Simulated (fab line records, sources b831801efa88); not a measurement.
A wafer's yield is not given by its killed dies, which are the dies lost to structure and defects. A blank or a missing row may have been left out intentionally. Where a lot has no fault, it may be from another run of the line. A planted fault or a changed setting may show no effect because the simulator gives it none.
2 desks looking at one fault | flow sky130 | numbers are kept per desk, each desk with only its own; the story behind them comes last

## THE METROLOGY DESK
What the gauges read for every lot (on any tool): the sampled wafers with a number, averaged. Marked OUT: a lot whose mean sits more than 4 standard deviations from the usual mean, which makes it out of limits; the brackets give that distance.
Columns: A = CONTACT_W_RS at SKY_CONTACT_RS_MEAS_25, usual 0.335 ohm/sq; B = VIA1_HDPCVD_THK at SKY_VIA1_THK_MEAS_01, usual 1029 nm
lot  | first seen here | A     | B
L194 | day 32 08:05    | 0.334 | 1024
L195 | day 32 10:17    | 0.338 | 1031
L200 | day 34 10:46    | 0.335 | 1027
L201 | day 34 14:15    | 0.337 | 1020
L204 | day 35 10:31    | 0.336 | 1098 (+7.5) OUT
L205 | day 35 22:56    | 0.336 | 1028
L206 | day 36 03:56    | 0.334 | 1058
L208 | day 37 02:44    | 0.332 | 1021
L210 | day 37 09:04    | 0.339 | 1032
L213 | day 38 08:24    | 0.334 | 1024
L215 | day 39 10:49    | 0.335 | 1027
This desk reports L204 out of limits; the earliest was L204 at day 36 14:47 (VIA1_HDPCVD_THK at SKY_VIA1_THK_MEAS_01). L194, L195, L200, L201, L205, L206, L208, L210, L213, L215 stayed within limits.

## AT THE TOOL OWNER'S DESK: hdpcvd-01
The tool's own readings at SKY_VIA1_HDPCVD_00 (deposits SiO2, target thk 1030 nm, time 171.7 s): means of the sampled wafers that have a number, for each lot that ran on this tool. Marked OUT: a lot whose mean sits more than 4 standard deviations from the usual mean, which makes it out of limits; the brackets give that distance.
Columns: A = run_length_s at SKY_VIA1_HDPCVD_00, usual 199.7 s
lot  | first seen here | A
L195 | day 33 14:24    | 199.7
L200 | day 35 15:07    | 199.7
L201 | day 35 18:12    | 199.7
L204 | day 36 14:40    | 210.5 (+25) OUT
L206 | day 37 06:22    | 205.2 (+13) OUT
L215 | day 40 13:32    | 199.7
This desk finds L204, L206 out of limits, L204 being first, at day 36 14:40 (run_length_s at SKY_VIA1_HDPCVD_00). L195, L200, L201, L215 stayed within limits.

## ALL TOGETHER
On L204, L206, at day 36 14:40, an alarm was possible from the tool owner's desk.
L204 would have let the metrology desk raise an alarm at day 36 14:47.
The metrology desk has L206 on record, within its limits.
The lots listed all ran SKY_VIA1_HDPCVD_00 on hdpcvd-01.

## WHAT THE SIMULATOR PUT IN
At SKY_VIA1_HDPCVD_00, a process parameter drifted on hdpcvd-01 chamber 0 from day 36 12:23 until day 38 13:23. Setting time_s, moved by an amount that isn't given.
Lots struck among those shown: L204, L206.
Time in hours from fault onset to the first out-of-limits reading at each desk: tool owner's desk 2, metrology desk 2.
